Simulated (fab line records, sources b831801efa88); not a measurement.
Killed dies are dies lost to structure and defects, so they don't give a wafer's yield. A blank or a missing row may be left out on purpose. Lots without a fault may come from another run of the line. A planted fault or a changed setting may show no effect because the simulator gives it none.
Chamber matching | flow sky130 | SKY_FIELD_ISO_CMP_27 on cmp-01: 4 sister chambers
The step polishes, stops on Si3N4, t overpolish 16 s, target thk 457.8 nm. 4 wafers are shown with their chamber, then 7 later ones without.

WAFERS WITH THEIR CHAMBER
wafer  | chamber | motor_current_A (A)
L784.5 | 2       | 11.7
L792.4 | 0       | 11.7
L794.1 | 3       | 10.8
L794.4 | 1       | 14.2

WAFERS WITHOUT THEIR CHAMBER
wafer  | motor_current_A (A)
L794.6 | 11.1
L801.1 | 10.9
L801.2 | 11.3
L801.4 | 14.2
L802.1 | 11.5
L802.5 | 11.2
L802.6 | 11.3

WHICH CHAMBER EACH WENT THROUGH
wafer  | from the rows above          | in truth
L794.6 | can't be placed: 3 or 0 or 2 | 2
L801.1 | 3                            | 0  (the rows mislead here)
L801.2 | can't be placed: 0 or 2 or 3 | 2
L801.4 | 1                            | 1
L802.1 | can't be placed: 0 or 2 or 3 | 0
L802.5 | can't be placed: 3 or 0 or 2 | 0
L802.6 | can't be placed: 0 or 2 or 3 | 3
Placed correctly: 1 of 7. Can't be placed from these rows: 5 (the true chamber is among the candidates in 5). Placed wrongly: 1.
How it was worked out, from the rows above alone: a wafer's distance from a chamber is the root of the sum, over the readings, of the square of ((its reading less the chamber's mean) divided by the reading's scatter). The wafer belongs to the nearest chamber; if the next one is less than 2 further off, it can't be placed. A chamber's mean is the mean of its shown wafers. The scatter: with one shown wafer a chamber, the root of the mean of the squares of how far each hidden wafer lies from its nearest shown one.
